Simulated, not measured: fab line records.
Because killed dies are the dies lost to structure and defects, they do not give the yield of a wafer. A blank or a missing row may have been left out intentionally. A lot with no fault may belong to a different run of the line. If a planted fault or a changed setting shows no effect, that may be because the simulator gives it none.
fab line records	flow sky130
record: lots: 24	wafers: 72	lastDay: 51
route steps=708 shown POLY_GATE@228 LI_CONTACT@385 CONTACT@432 METAL2@487 VIA2@508
lots untouched by any fault: they come from a run of this same line in which no faults occurred
startH: hours from the record's opening day to when the first of the lot's shown wafers began	waitH: hours elapsed since this lot's preceding step	" as in the row above	L1.1+2: a row that stands for several wafers	- value missing, or start not given	* or withheld: withheld	< > ~ a bound
route shown NAME@n: a module of which the file shows steps, and the number in the route of the first	usual: mean and standard deviation over wafers with no fault	same: alike in all rows	chamber/n: place in a boat	sites: the reading at each site	_std_site: the standard deviation of these	_edge_site: inner sites' mean taken away from outer sites' mean	radiusMm: for every site, how far away it sits from the centre of the wafer	mask NAME#n: copy n	behind: the tool/chamber that last shaped the wafer	hold: the reason the lot was held/the length of the hold in hours/how it ended	device: transistor that didn't switch, given as n, p or np	end of line: the tests these same wafers got at the end of their route	for a step that has no rows: nothing shown but its recipe	killed: dies that structure and defects cost at the first sort, which is not the same as the wafer's yield	map: dies across one wafer; x = killed, . = not, _ = none there
set.NAME: the setting the step ran with; set.NAME@STEP: the setting that earlier step ran with	model.NAME: the simulator's own value behind a step, which no gauge read
one table for each step of the route and one row for each wafer, over a sample of lots
services: a tool's chamber out of use, with start hour (startH, from the record's first day; less than 0 if before it), hours out, and reason
== steps ==
step: SKY_POLY_GATE_OVL_MEAS_14
usual: POLY_GATE_OVL: 3/4.9
lot.wafer	tool	chamber	startH	waitH	POLY_GATE_OVL[nm]
L074.1	overlay-02	-	371.90	0.1	3
L074.3	"	-	"	"	5
L074.5	"	-	"	"	9
L075.1	overlay-01	-	380.21	0.1	9
L075.2	"	-	"	"	7
L075.4	"	-	"	"	3
L076.2	overlay-02	-	389.56	0.1	-1
L076.5	"	-	"	"	-2
L076.6	"	-	"	"	0
L077.3	overlay-02	-	391.31	0.1	7
L077.5	"	-	"	"	-5
L077.6	"	-	"	"	1
L079.1	overlay-02	-	399.86	0.1	3
L079.3	"	-	"	"	10
L079.5	"	-	"	"	5
L078.4	overlay-01	-	409.62	0.1	9
L078.5	"	-	"	"	4
L078.6	"	-	"	"	7
L080.1	overlay-01	-	421.60	0.1	-1
L080.4	"	-	"	"	12
L080.6	"	-	"	"	9
L081.1	overlay-02	-	434.40	0.1	1
L081.3	"	-	"	"	2
L081.6	"	-	"	"	-3
L082.2	overlay-01	-	459.51	0.1	0
L082.3	"	-	"	"	1
L082.4	"	-	"	"	5
L083.1	overlay-01	-	459.86	0.1	3
L083.4	"	-	"	"	3
L083.6	"	-	"	"	6
L084.4	overlay-02	-	472.82	0.1	2
L084.5	"	-	"	"	13
L084.6	"	-	"	"	-1
L087.2	overlay-02	-	583.51	0.1	4
L087.5	"	-	"	"	-8
L087.6	"	-	"	"	5
L089.1	overlay-02	-	583.90	0.1	5
L089.4	"	-	"	"	10
L089.5	"	-	"	"	8
L086.1	overlay-01	-	584.25	0.1	8
L086.2	"	-	"	"	14
L086.3	"	-	"	"	8
L093.1	overlay-02	-	584.45	0.1	-7
L093.2	"	-	"	"	-1
L093.6	"	-	"	"	0
L088.3	overlay-01	-	584.61	0.1	10
L088.4	"	-	"	"	1
L088.6	"	-	"	"	3
L085.2	overlay-02	-	584.66	0.1	7
L085.4	"	-	"	"	12
L085.6	"	-	"	"	8
L095.1	overlay-01	-	584.95	0.1	0
L095.2	"	-	"	"	0
L095.5	"	-	"	"	-1
L090.1	overlay-02	-	585.00	0.1	1
L090.5	"	-	"	"	5
L090.6	"	-	"	"	3
L091.4	overlay-02	-	585.37	0.1	2
L091.5	"	-	"	"	1
L091.6	"	-	"	"	-3
L094.2	overlay-01	-	585.61	0.1	-9
L094.3	"	-	"	"	5
L094.5	"	-	"	"	6
L092.3	overlay-02	-	585.71	0.1	-1
L092.4	"	-	"	"	3
L092.5	"	-	"	"	0
L097.1	overlay-01	-	585.95	0.1	-5
L097.2	"	-	"	"	10
L097.6	"	-	"	"	7
L096.2	overlay-01	-	586.11	0.1	0
L096.4	"	-	"	"	7
L096.5	"	-	"	"	5
step: SKY_LI_CONTACT_THK_MEAS_23
recipe: thkMeasGauge: xrf	reads: W_of_LI_CONTACT_CVD_21
usual: LI_CONTACT_W_THK: 417/6.8
lot.wafer	tool	chamber	startH	waitH	LI_CONTACT_W_THK[nm]
L075.1	filmMetro-04	-	705.25	0.1	423
L075.2	"	-	"	"	417
L075.4	"	-	"	"	416
L074.1	filmMetro-04	-	705.60	0.1	417
L074.3	"	-	"	"	427
L074.5	"	-	"	"	422
L079.1	filmMetro-04	-	706.55	0.1	413
L079.3	"	-	"	"	415
L079.5	"	-	"	"	422
L077.3	filmMetro-02	-	707.02	0.1	424
L077.5	"	-	"	"	413
L077.6	"	-	"	"	416
L076.2	filmMetro-04	-	707.51	0.1	416
L076.5	"	-	"	"	415
L076.6	"	-	"	"	418
L078.4	filmMetro-04	-	708.03	0.1	421
L078.5	"	-	"	"	415
L078.6	"	-	"	"	414
L080.1	filmMetro-02	-	708.04	0.1	421
L080.4	"	-	"	"	423
L080.6	"	-	"	"	418
L081.1	filmMetro-03	-	713.09	0.1	423
L081.3	"	-	"	"	422
L081.6	"	-	"	"	416
L082.2	filmMetro-02	-	740.96	0.1	412
L082.3	"	-	"	"	410
L082.4	"	-	"	"	407
L083.1	filmMetro-02	-	743.04	0.1	408
L083.4	"	-	"	"	411
L083.6	"	-	"	"	412
L084.4	filmMetro-03	-	751.83	0.1	419
L084.5	"	-	"	"	416
L084.6	"	-	"	"	416
L086.1	filmMetro-04	-	864.80	0.1	412
L086.2	"	-	"	"	417
L086.3	"	-	"	"	417
L087.2	filmMetro-04	-	866.10	0.1	420
L087.5	"	-	"	"	410
L087.6	"	-	"	"	419
L089.1	filmMetro-03	-	866.25	0.1	416
L089.4	"	-	"	"	427
L089.5	"	-	"	"	430
L093.1	filmMetro-04	-	866.44	0.1	411
L093.2	"	-	"	"	412
L093.6	"	-	"	"	411
L088.3	filmMetro-02	-	866.81	0.1	410
L088.4	"	-	"	"	405
L088.6	"	-	"	"	406
L085.2	filmMetro-03	-	868.10	0.1	428
L085.4	"	-	"	"	429
L085.6	"	-	"	"	428
L095.1	filmMetro-04	-	868.80	0.1	416
L095.2	"	-	"	"	417
L095.5	"	-	"	"	409
L091.4	filmMetro-02	-	869.07	0.1	401
L091.5	"	-	"	"	411
L091.6	"	-	"	"	408
L090.1	filmMetro-04	-	870.01	0.1	415
L090.5	"	-	"	"	411
L090.6	"	-	"	"	418
L094.2	filmMetro-02	-	870.86	0.1	406
L094.3	"	-	"	"	409
L094.5	"	-	"	"	407
L096.2	filmMetro-04	-	871.71	0.1	411
L096.4	"	-	"	"	419
L096.5	"	-	"	"	414
L097.1	filmMetro-03	-	872.05	0.1	430
L097.2	"	-	"	"	431
L097.6	"	-	"	"	428
L092.3	filmMetro-02	-	874.57	0.1	410
L092.4	"	-	"	"	407
L092.5	"	-	"	"	415
step: SKY_CONTACT_THK_MEAS_26
recipe: thkMeasGauge: xrf	reads: W_of_CONTACT_CVD_24
usual: CONTACT_W_THK: 345/5.3
lot.wafer	tool	chamber	startH	waitH	CONTACT_W_THK[nm]
L075.1	filmMetro-02	-	763.92	0.1	341
L075.2	"	-	"	"	346
L075.4	"	-	"	"	346
L074.1	filmMetro-01	-	765.17	0.1	348
L074.3	"	-	"	"	349
L074.5	"	-	"	"	356
L079.1	filmMetro-04	-	765.37	0.1	347
L079.3	"	-	"	"	344
L079.5	"	-	"	"	348
L077.3	filmMetro-02	-	765.60	0.1	350
L077.5	"	-	"	"	351
L077.6	"	-	"	"	351
L076.2	filmMetro-01	-	765.94	0.1	350
L076.5	"	-	"	"	348
L076.6	"	-	"	"	349
L078.4	filmMetro-02	-	766.24	0.1	356
L078.5	"	-	"	"	350
L078.6	"	-	"	"	352
L080.1	filmMetro-01	-	766.27	0.1	346
L080.4	"	-	"	"	342
L080.6	"	-	"	"	348
L081.1	filmMetro-01	-	770.02	0.1	341
L081.3	"	-	"	"	345
L081.6	"	-	"	"	347
L082.2	filmMetro-04	-	797.50	0.1	345
L082.3	"	-	"	"	348
L082.4	"	-	"	"	355
L083.1	filmMetro-04	-	799.45	0.1	349
L083.4	"	-	"	"	348
L083.6	"	-	"	"	348
L084.4	filmMetro-04	-	806.49	0.1	350
L084.5	"	-	"	"	346
L084.6	"	-	"	"	350
L086.1	filmMetro-01	-	916.62	0.1	356
L086.2	"	-	"	"	350
L086.3	"	-	"	"	355
L089.1	filmMetro-01	-	918.75	0.1	343
L089.4	"	-	"	"	343
L089.5	"	-	"	"	341
L087.2	filmMetro-04	-	918.87	0.1	340
L087.5	"	-	"	"	350
L087.6	"	-	"	"	340
L093.1	filmMetro-04	-	919.60	0.1	350
L093.2	"	-	"	"	345
L093.6	"	-	"	"	349
L088.3	filmMetro-02	-	919.89	0.1	344
L088.4	"	-	"	"	339
L088.6	"	-	"	"	338
L085.2	filmMetro-01	-	919.99	0.1	342
L085.4	"	-	"	"	349
L085.6	"	-	"	"	339
L095.1	filmMetro-02	-	920.35	0.1	342
L095.2	"	-	"	"	342
L095.5	"	-	"	"	343
L091.4	filmMetro-02	-	920.66	0.1	346
L091.5	"	-	"	"	342
L091.6	"	-	"	"	338
L090.1	filmMetro-01	-	922.67	0.1	345
L090.5	"	-	"	"	338
L090.6	"	-	"	"	336
L094.2	filmMetro-01	-	922.86	0.1	345
L094.3	"	-	"	"	343
L094.5	"	-	"	"	339
L096.2	filmMetro-02	-	924.14	0.1	333
L096.4	"	-	"	"	342
L096.5	"	-	"	"	341
L097.1	filmMetro-01	-	924.45	0.1	342
L097.2	"	-	"	"	347
L097.6	"	-	"	"	339
L092.3	filmMetro-01	-	925.87	0.1	349
L092.4	"	-	"	"	346
L092.5	"	-	"	"	343
step: SKY_METAL2_SPUTTER_04
recipe: material: TiN	targetThkNm: 70	powerW: 6500	timeS: 58.3	chamberPressurePa: 0.4
usual: cathodeDcPowerW: 6499.8/1.1	throttleValvePct: 29.8/1.2
same: timeS: 58.3
lot.wafer	tool	chamber	startH	waitH	cathodeDcPowerW	throttleValvePct
L075.1	pvdSputter-03	-	819.35	0.0	6497.5	29.2
L075.2	"	-	"	"	6502.7	30.7
L075.4	"	-	"	"	6499.3	27.6
L079.1	pvdSputter-02	-	820.40	0.0	6499.5	28.7
L079.3	"	-	"	"	6498.3	30.1
L079.5	"	-	"	"	6501.3	28.7
L074.1	pvdSputter-03	-	820.64	0.0	6499.9	29.9
L074.3	"	-	"	"	6499.9	30.6
L074.5	"	-	"	"	6499.2	29.9
L077.3	pvdSputter-04	-	820.75	0.0	6501.0	31.9
L077.5	"	-	"	"	6499.0	32.0
L077.6	"	-	"	"	6501.5	29.3
L078.4	pvdSputter-03	-	821.70	0.0	6497.9	27.2
L078.5	"	-	"	"	6499.8	27.5
L078.6	"	-	"	"	6502.2	28.8
L076.2	pvdSputter-04	-	821.89	0.0	6501.5	30.2
L076.5	"	-	"	"	6499.9	32.1
L076.6	"	-	"	"	6501.4	29.3
L080.1	pvdSputter-02	-	822.54	0.0	6499.2	29.4
L080.4	"	-	"	"	6499.5	30.5
L080.6	"	-	"	"	6499.6	29.1
L081.1	pvdSputter-02	-	825.20	0.0	6499.0	29.7
L081.3	"	-	"	"	6500.6	28.9
L081.6	"	-	"	"	6498.9	29.9
L082.2	pvdSputter-03	-	852.99	0.0	6499.6	30.1
L082.3	"	-	"	"	6499.3	30.9
L082.4	"	-	"	"	6498.9	27.3
L083.1	pvdSputter-03	-	855.05	0.0	6499.4	30.1
L083.4	"	-	"	"	6498.0	27.3
L083.6	"	-	"	"	6500.9	27.0
L084.4	pvdSputter-02	-	861.20	0.0	6499.2	30.6
L084.5	"	-	"	"	6499.9	30.7
L084.6	"	-	"	"	6499.7	29.8
L086.1	pvdSputter-03	-	967.28	0.0	6500.2	27.3
L086.2	"	-	"	"	6500.7	28.8
L086.3	"	-	"	"	6500.0	30.1
L089.1	pvdSputter-03	-	970.09	0.0	6499.3	30.5
L089.4	"	-	"	"	6499.5	30.2
L089.5	"	-	"	"	6500.6	30.6
L087.2	pvdSputter-04	-	970.34	0.0	6497.1	30.2
L087.5	"	-	"	"	6498.2	29.9
L087.6	"	-	"	"	6500.8	30.1
L093.1	pvdSputter-03	-	971.55	0.0	6499.2	31.0
L093.2	"	-	"	"	6499.5	27.5
L093.6	"	-	"	"	6500.9	30.8
L088.3	pvdSputter-02	-	971.89	0.0	6498.5	31.2
L088.4	"	-	"	"	6499.6	30.0
L088.6	"	-	"	"	6500.9	31.3
L085.2	pvdSputter-04	-	972.26	0.0	6499.8	29.9
L085.4	"	-	"	"	6500.1	31.7
L085.6	"	-	"	"	6500.4	30.3
L095.1	pvdSputter-03	-	973.17	0.0	6497.6	27.2
L095.2	"	-	"	"	6499.2	30.6
L095.5	"	-	"	"	6499.4	27.4
L091.4	pvdSputter-04	-	973.56	0.0	6501.4	31.7
L091.5	"	-	"	"	6499.2	30.0
L091.6	"	-	"	"	6498.7	29.8
L090.1	pvdSputter-03	-	975.06	0.0	6500.3	30.8
L090.5	"	-	"	"	6501.5	30.9
L090.6	"	-	"	"	6499.0	29.8
L094.2	pvdSputter-02	-	975.17	0.0	6498.4	29.2
L094.3	"	-	"	"	6498.9	30.6
L094.5	"	-	"	"	6500.9	31.4
L096.2	pvdSputter-03	-	976.20	0.0	6498.8	30.9
L096.4	"	-	"	"	6499.5	28.7
L096.5	"	-	"	"	6499.9	30.0
L097.1	pvdSputter-04	-	976.82	0.0	6498.9	32.2
L097.2	"	-	"	"	6499.2	29.7
L097.6	"	-	"	"	6498.9	31.8
L092.3	pvdSputter-03	-	977.87	0.0	6498.8	28.7
L092.4	"	-	"	"	6503.0	30.2
L092.5	"	-	"	"	6501.3	30.0
step: SKY_METAL2_ETCH_18
recipe: chemistry: N2/H2	target: BARC	ionEnergyEv: 200	biasW: 100	pressureMtorr: 30	n2FlowSccm: 100	h2FlowSccm: 200	icpW: 500	stopOn: SiO2	timeS: 45.9	targetDepthA: 600
usual: drypumpMotorCurrentA: 5.8/0.55	oesProductAu: 0.856/0.0046	throttleValvePct: 13.225/0.0083
same: timeS: 45.9
lot.wafer	tool	chamber	startH	waitH	drypumpMotorCurrentA	oesProductAu	rfHoursCounterH	throttleValvePct
L075.1	rieMetal-01	0	844.97	0.0	6.2	0.865	5	13.226
L075.2	"	1	"	"	5.8	0.861	14	13.233
L075.4	"	0	"	"	6.3	0.857	-	13.218
L079.1	rieMetal-01	0	846.02	0.0	6.3	0.863	5	13.230
L079.3	"	1	"	"	5.8	0.854	-	13.220
L079.5	"	0	"	"	6.3	0.854	-	13.239
L074.1	rieMetal-02	0	846.44	0.0	5.7	0.851	4	13.225
L074.3	"	0	"	"	5.6	0.855	-	13.220
L074.5	"	0	"	"	5.7	0.853	-	13.230
L077.3	rieMetal-04	0	846.69	0.0	4.6	0.850	-	13.215
L077.5	"	1	"	"	6.2	0.862	-	13.222
L077.6	"	0	"	"	4.6	0.857	-	13.226
L078.4	rieMetal-01	0	847.91	0.1	6.3	0.856	-	13.228
L078.5	"	0	"	"	6.2	0.852	-	13.227
L078.6	"	0	"	"	6.3	0.848	-	13.233
L076.2	rieMetal-02	0	848.27	0.0	5.7	0.856	4	13.215
L076.5	"	0	"	"	5.6	0.855	-	13.233
L076.6	"	1	"	"	6.2	0.859	-	13.223
L080.1	rieMetal-04	0	848.62	0.0	4.6	0.855	18	13.227
L080.4	"	0	"	"	4.6	0.857	-	13.231
L080.6	"	1	"	"	6.2	0.854	-	13.240
L081.1	rieMetal-01	1	851.22	0.0	5.8	0.854	14	13.238
L081.3	"	1	"	"	5.7	0.861	-	13.233
L081.6	"	1	"	"	5.8	0.862	-	13.240
L082.2	rieMetal-01	1	879.42	0.0	5.8	0.858	15	13.226
L082.3	"	1	"	"	5.7	0.863	-	13.233
L082.4	"	0	"	"	6.2	0.853	-	13.230
L083.1	rieMetal-04	1	880.42	0.0	6.2	0.859	3	13.231
L083.4	"	0	"	"	4.6	0.857	-	13.235
L083.6	"	1	"	"	6.2	0.857	-	13.221
L084.4	rieMetal-02	0	885.81	0.0	5.7	0.847	-	13.221
L084.5	"	1	"	"	6.2	0.855	-	13.233
L084.6	"	0	"	"	5.7	0.844	-	13.219
L086.1	rieMetal-01	0	990.88	0.0	6.2	0.857	10	13.212
L086.2	"	1	"	"	5.8	0.852	2	13.229
L086.3	"	0	"	"	6.3	0.863	-	13.211
L089.1	rieMetal-04	1	994.07	0.0	6.1	0.861	9	13.226
L089.4	"	1	"	"	6.2	0.858	-	13.219
L089.5	"	1	"	"	6.2	0.853	-	13.233
L087.2	rieMetal-01	1	994.87	0.0	5.8	0.851	2	13.232
L087.5	"	0	"	"	6.3	0.856	-	13.223
L087.6	"	1	"	"	5.8	0.852	-	13.241
L093.1	rieMetal-02	0	995.53	0.0	5.6	0.854	10	13.216
L093.2	"	1	"	"	6.2	0.851	14	13.230
L093.6	"	0	"	"	5.7	0.854	-	13.231
L088.3	rieMetal-04	0	995.64	0.0	4.6	0.849	-	13.217
L088.4	"	1	"	"	6.1	0.857	-	13.231
L088.6	"	0	"	"	4.6	0.848	-	13.254
L085.2	rieMetal-02	0	996.23	0.0	5.7	0.862	10	13.235
L085.4	"	0	"	"	5.6	0.857	-	13.223
L085.6	"	1	"	"	6.3	0.862	-	13.225
L095.1	rieMetal-01	0	996.58	0.0	6.2	0.852	11	13.219
L095.2	"	1	"	"	5.8	0.855	3	13.220
L095.5	"	0	"	"	6.2	0.855	-	13.227
L091.4	rieMetal-02	0	997.99	0.0	5.7	0.856	-	13.221
L091.5	"	0	"	"	5.7	0.855	-	13.219
L091.6	"	1	"	"	6.2	0.858	-	13.244
L090.1	rieMetal-04	1	999.27	0.0	6.2	0.859	9	13.224
L090.5	"	1	"	"	6.2	0.853	-	13.225
L090.6	"	0	"	"	4.6	0.854	-	13.247
L094.2	rieMetal-02	1	999.48	0.0	6.3	0.860	14	13.233
L094.3	"	0	"	"	5.7	0.863	-	13.236
L094.5	"	0	"	"	5.7	0.847	-	13.217
L096.2	rieMetal-04	0	1000.27	0.0	4.6	0.855	4	13.221
L096.4	"	0	"	"	4.6	0.859	-	13.224
L096.5	"	0	"	"	4.6	0.862	-	13.214
L097.1	rieMetal-02	1	1000.97	0.0	6.2	0.856	15	13.206
L097.2	"	0	"	"	5.7	0.858	11	13.215
L097.6	"	0	"	"	5.6	0.860	-	13.236
L092.3	rieMetal-02	0	1002.50	0.0	5.7	0.856	-	13.235
L092.4	"	1	"	"	6.2	0.852	-	13.228
L092.5	"	1	"	"	6.2	0.852	-	13.223
step: SKY_VIA2_THK_MEAS_01
recipe: reads: SiO2_of_VIA2_HDPCVD_00
usual: VIA2_HDPCVD_THK: 1181/13
lot.wafer	tool	chamber	startH	waitH	VIA2_HDPCVD_THK[nm]
L075.1	filmMetro-01	-	845.85	0.1	1170
L075.2	"	-	"	"	1167
L075.4	"	-	"	"	1192
L079.1	filmMetro-01	-	846.90	0.1	1202
L079.3	"	-	"	"	1173
L079.5	"	-	"	"	1197
L074.1	filmMetro-02	-	847.31	0.1	1175
L074.3	"	-	"	"	1172
L074.5	"	-	"	"	1193
L077.3	filmMetro-04	-	847.59	0.1	1185
L077.5	"	-	"	"	1171
L077.6	"	-	"	"	1183
L078.4	filmMetro-01	-	848.90	0.0	1160
L078.5	"	-	"	"	1176
L078.6	"	-	"	"	1168
L076.2	filmMetro-01	-	849.19	0.1	1172
L076.5	"	-	"	"	1192
L076.6	"	-	"	"	1166
L080.1	filmMetro-04	-	849.50	0.1	1157
L080.4	"	-	"	"	1166
L080.6	"	-	"	"	1141
L081.1	filmMetro-04	-	852.10	0.1	1212
L081.3	"	-	"	"	1185
L081.6	"	-	"	"	1196
L082.2	filmMetro-01	-	880.31	0.1	1182
L082.3	"	-	"	"	1204
L082.4	"	-	"	"	1167
L083.1	filmMetro-01	-	881.32	0.1	1195
L083.4	"	-	"	"	1194
L083.6	"	-	"	"	1194
L084.4	filmMetro-01	-	886.74	0.0	1170
L084.5	"	-	"	"	1180
L084.6	"	-	"	"	1199
L086.1	filmMetro-04	-	991.75	0.1	1196
L086.2	"	-	"	"	1182
L086.3	"	-	"	"	1180
L089.1	filmMetro-04	-	994.94	0.1	1178
L089.4	"	-	"	"	1195
L089.5	"	-	"	"	1174
L087.2	filmMetro-01	-	995.75	0.1	1183
L087.5	"	-	"	"	1183
L087.6	"	-	"	"	1170
L093.1	filmMetro-02	-	996.40	0.1	1176
L093.2	"	-	"	"	1179
L093.6	"	-	"	"	1186
L088.3	filmMetro-01	-	996.51	0.1	1193
L088.4	"	-	"	"	1184
L088.6	"	-	"	"	1180
L085.2	filmMetro-01	-	997.11	0.1	1199
L085.4	"	-	"	"	1202
L085.6	"	-	"	"	1190
L095.1	filmMetro-02	-	997.45	0.1	1179
L095.2	"	-	"	"	1203
L095.5	"	-	"	"	1199
L091.4	filmMetro-02	-	998.87	0.0	1183
L091.5	"	-	"	"	1180
L091.6	"	-	"	"	1180
L090.1	filmMetro-04	-	1000.54	0.1	1174
L090.5	"	-	"	"	1184
L090.6	"	-	"	"	1173
L094.2	filmMetro-02	-	1000.64	0.1	1204
L094.3	"	-	"	"	1186
L094.5	"	-	"	"	1214
L096.2	filmMetro-01	-	1001.80	0.1	1169
L096.4	"	-	"	"	1180
L096.5	"	-	"	"	1172
L097.1	filmMetro-02	-	1001.94	0.1	1191
L097.2	"	-	"	"	1191
L097.6	"	-	"	"	1199
L092.3	filmMetro-02	-	1003.99	0.1	1188
L092.4	"	-	"	"	1170
L092.5	"	-	"	"	1188
== services ==
tool	chamber	startH	hours	kind
rieMetal-02	-	809.11	1.4	pm
pvdSputter-02	-	817.16	2.9	repair
pvdSputter-02	2	820.44	-	consumableReplace:kit
pvdSputter-02	2	820.44	18.0	scheduledDown
pvdSputter-02	2	820.44	18.0	ventCycle
rieMetal-01	1	847.57	2.6	repair
rieMetal-02	-	849.62	0.2	repair
pvdSputter-02	-	854.01	5.1	repair
rieMetal-01	1	893.17	-	clean
rieMetal-01	1	893.17	18.3	scheduledDown
rieMetal-01	1	893.17	18.3	ventCycle
rieMetal-04	0	902.34	-	clean
rieMetal-04	0	902.34	23.1	scheduledDown
rieMetal-04	0	902.34	23.1	ventCycle
pvdSputter-03	2	951.53	-	consumableReplace:kit
pvdSputter-03	2	951.53	18.0	scheduledDown
pvdSputter-03	2	951.53	18.0	ventCycle
pvdSputter-04	-	992.80	5.1	repair
pvdSputter-02	1	1001.83	-	consumableReplace:kit
pvdSputter-02	1	1001.83	18.0	scheduledDown
pvdSputter-02	1	1001.83	18.0	ventCycle
== key ==
fault none
